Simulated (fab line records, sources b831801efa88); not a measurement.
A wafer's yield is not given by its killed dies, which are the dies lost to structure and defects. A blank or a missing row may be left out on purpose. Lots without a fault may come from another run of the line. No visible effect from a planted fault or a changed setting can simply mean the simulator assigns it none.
What tool caused it? / flow gf180mcu / 14 lots, 42 wafers sampled, at 3 steps of a route of 602

== WHAT THE GAUGES READ, wafer by wafer ==
GF_V4_THK_MEAS_25: measures by xrf. Usual: V4_W_THK 350 nm, standard deviation 6.2.
lot=L306; measured=day 24 08:59; on=film metro-04; V4_W_THK (nm)=361 365 348; flag=
lot=L307; measured=day 24 21:24; on=film metro-01; V4_W_THK (nm)=345 349 347; flag=
lot=L308; measured=day 26 00:10; on=film metro-02; V4_W_THK (nm)=349 350 347; flag=
lot=L309; measured=day 26 00:59; on=film metro-04; V4_W_THK (nm)=356 356 346; flag=
lot=L314; measured=day 27 18:35; on=film metro-01; V4_W_THK (nm)=347 341 345; flag=
lot=L315; measured=day 27 21:52; on=film metro-04; V4_W_THK (nm)=363 352 362; flag=
lot=L316; measured=day 28 00:08; on=film metro-02; V4_W_THK (nm)=355 348 357; flag=
lot=L317; measured=day 28 15:29; on=film metro-01; V4_W_THK (nm)=346 344 344; flag=
lot=L318; measured=day 28 17:30; on=film metro-04; V4_W_THK (nm)=357 357 358; flag=
lot=L320; measured=day 29 08:36; on=film metro-01; V4_W_THK (nm)=345 350 341; flag=
lot=L328; measured=day 31 08:30; on=film metro-02; V4_W_THK (nm)=350 353 350; flag=
lot=L329; measured=day 32 00:38; on=film metro-01; V4_W_THK (nm)=348 353 353; flag=

== TOOL THAT RAN EACH LOT (tool first, then ch and the chambers of the sampled wafers, then the start) ==
lot=L306; GF_HV_LDD_EXPOSE_43=iline stepper-01 ch 0, day 11 22:40; GF_M2_SPUTTER_00=pvd sputter-02, day 18 04:25
lot=L307; GF_HV_LDD_EXPOSE_43=iline stepper-01 ch 0, day 12 08:58; GF_M2_SPUTTER_00=pvd sputter-04, day 18 14:57
lot=L308; GF_HV_LDD_EXPOSE_43=iline stepper-02 ch 0, day 12 20:43; GF_M2_SPUTTER_00=pvd sputter-01, day 19 07:54
lot=L309; GF_HV_LDD_EXPOSE_43=iline stepper-02 ch 0, day 13 06:23; GF_M2_SPUTTER_00=pvd sputter-04, day 19 18:52
lot=L314; GF_HV_LDD_EXPOSE_43=iline stepper-01 ch 0, day 14 23:17; GF_M2_SPUTTER_00=pvd sputter-01, day 21 18:19
lot=L315; GF_HV_LDD_EXPOSE_43=iline stepper-01 ch 0, day 15 03:30; GF_M2_SPUTTER_00=pvd sputter-04, day 22 00:32
lot=L316; GF_HV_LDD_EXPOSE_43=iline stepper-02 ch 0, day 15 14:16; GF_M2_SPUTTER_00=pvd sputter-04, day 22 08:25
lot=L317; GF_HV_LDD_EXPOSE_43=iline stepper-01 ch 0, day 15 20:41; GF_M2_SPUTTER_00=pvd sputter-01, day 22 15:58
lot=L318; GF_HV_LDD_EXPOSE_43=iline stepper-01 ch 0, day 16 04:31; GF_M2_SPUTTER_00=pvd sputter-02, day 22 22:15
lot=L320; GF_HV_LDD_EXPOSE_43=iline stepper-02 ch 0, day 16 18:48; GF_M2_SPUTTER_00=pvd sputter-04, day 23 15:18
lot=L323; GF_HV_LDD_EXPOSE_43=iline stepper-01, day 17 20:29; GF_M2_SPUTTER_00=-
lot=L324; GF_HV_LDD_EXPOSE_43=iline stepper-01, day 18 06:04; GF_M2_SPUTTER_00=-
lot=L328; GF_HV_LDD_EXPOSE_43=iline stepper-01 ch 0, day 19 08:43; GF_M2_SPUTTER_00=pvd sputter-02, day 26 01:38
lot=L329; GF_HV_LDD_EXPOSE_43=iline stepper-01 ch 0, day 19 23:34; GF_M2_SPUTTER_00=pvd sputter-02, day 26 19:52
- GF_HV_LDD_EXPOSE_43: exposes mask Pplus HV AREA, target cd 400 nm.
- GF_M2_SPUTTER_00: material Ti, target thk 37.5 nm, time 150 s.

== WHAT THE TOOLS THEMSELVES READ (means of the sampled wafers that have a number; where no wafer has one, the mark that the record gives instead) ==
GF_HV_LDD_EXPOSE_43. Usual: exposure dose mJ cm2 140.01, standard deviation 0.15; focus offset nm 0.1 nm, standard deviation 0.54.
lot=L306; tool=iline stepper-01; exposure dose mJ cm2=139.92; focus offset nm (nm)=0.2; flag=
lot=L307; tool=iline stepper-01; exposure dose mJ cm2=140.14; focus offset nm (nm)=0.2; flag=
lot=L308; tool=iline stepper-02; exposure dose mJ cm2=139.95; focus offset nm (nm)=0.2; flag=
lot=L309; tool=iline stepper-02; exposure dose mJ cm2=140.14; focus offset nm (nm)=0.7; flag=
lot=L314; tool=iline stepper-01; exposure dose mJ cm2=139.91; focus offset nm (nm)=0.4; flag=
lot=L315; tool=iline stepper-01; exposure dose mJ cm2=140.01; focus offset nm (nm)=-0.3; flag=
lot=L316; tool=iline stepper-02; exposure dose mJ cm2=140.05; focus offset nm (nm)=0.0; flag=
lot=L317; tool=iline stepper-01; exposure dose mJ cm2=140.06; focus offset nm (nm)=-0.1; flag=
lot=L318; tool=iline stepper-01; exposure dose mJ cm2=139.99; focus offset nm (nm)=0.2; flag=
lot=L320; tool=iline stepper-02; exposure dose mJ cm2=140.00; focus offset nm (nm)=-0.1; flag=
lot=L323; tool=iline stepper-01; exposure dose mJ cm2=-; focus offset nm (nm)=-; flag=OFF
lot=L324; tool=iline stepper-01; exposure dose mJ cm2=-; focus offset nm (nm)=-; flag=OFF
lot=L328; tool=iline stepper-01; exposure dose mJ cm2=139.80; focus offset nm (nm)=-0.1; flag=
lot=L329; tool=iline stepper-01; exposure dose mJ cm2=139.95; focus offset nm (nm)=0.1; flag=

GF_M2_SPUTTER_00. Usual: throttle valve pct reads 29.7 % (standard deviation 0.82).
lot=L306; tool=pvd sputter-02; throttle valve pct (%)=29.7; flag=
lot=L307; tool=pvd sputter-04; throttle valve pct (%)=28.7; flag=
lot=L308; tool=pvd sputter-01; throttle valve pct (%)=29.9; flag=
lot=L309; tool=pvd sputter-04; throttle valve pct (%)=29.6; flag=
lot=L314; tool=pvd sputter-01; throttle valve pct (%)=29.8; flag=
lot=L315; tool=pvd sputter-04; throttle valve pct (%)=29.0; flag=
lot=L316; tool=pvd sputter-04; throttle valve pct (%)=29.5; flag=
lot=L317; tool=pvd sputter-01; throttle valve pct (%)=29.4; flag=
lot=L318; tool=pvd sputter-02; throttle valve pct (%)=30.2; flag=
lot=L320; tool=pvd sputter-04; throttle valve pct (%)=29.2; flag=
lot=L328; tool=pvd sputter-02; throttle valve pct (%)=30.0; flag=
lot=L329; tool=pvd sputter-02; throttle valve pct (%)=29.8; flag=

== THE ANSWER, worked out from the rows above alone ==
Rule: a lot counts as off when the mean over its wafers that have a number is more than 3 standard deviations away from the usual mean. Also off: a lot with no number at a reading for which 4 or more lots have one. Any other lot the step has rows for is counted as sound. First the gauges in route order, then the tools' own readings, where a lot's mean is used as printed above. The first step at which some lot is off is used, and at that step the reading that is off furthest; a lot without a number counts as furthest.
Off: L323, L324, at GF_HV_LDD_EXPOSE_43 (exposure dose mJ cm2). Without a number there: L323, L324.
A tool fits if, at that step or a process step before it, it ran every lot that is off, and no sound lot after the first of them. Of those tried, none fits.

== WHAT THE SIMULATOR HAD INSERTED ==
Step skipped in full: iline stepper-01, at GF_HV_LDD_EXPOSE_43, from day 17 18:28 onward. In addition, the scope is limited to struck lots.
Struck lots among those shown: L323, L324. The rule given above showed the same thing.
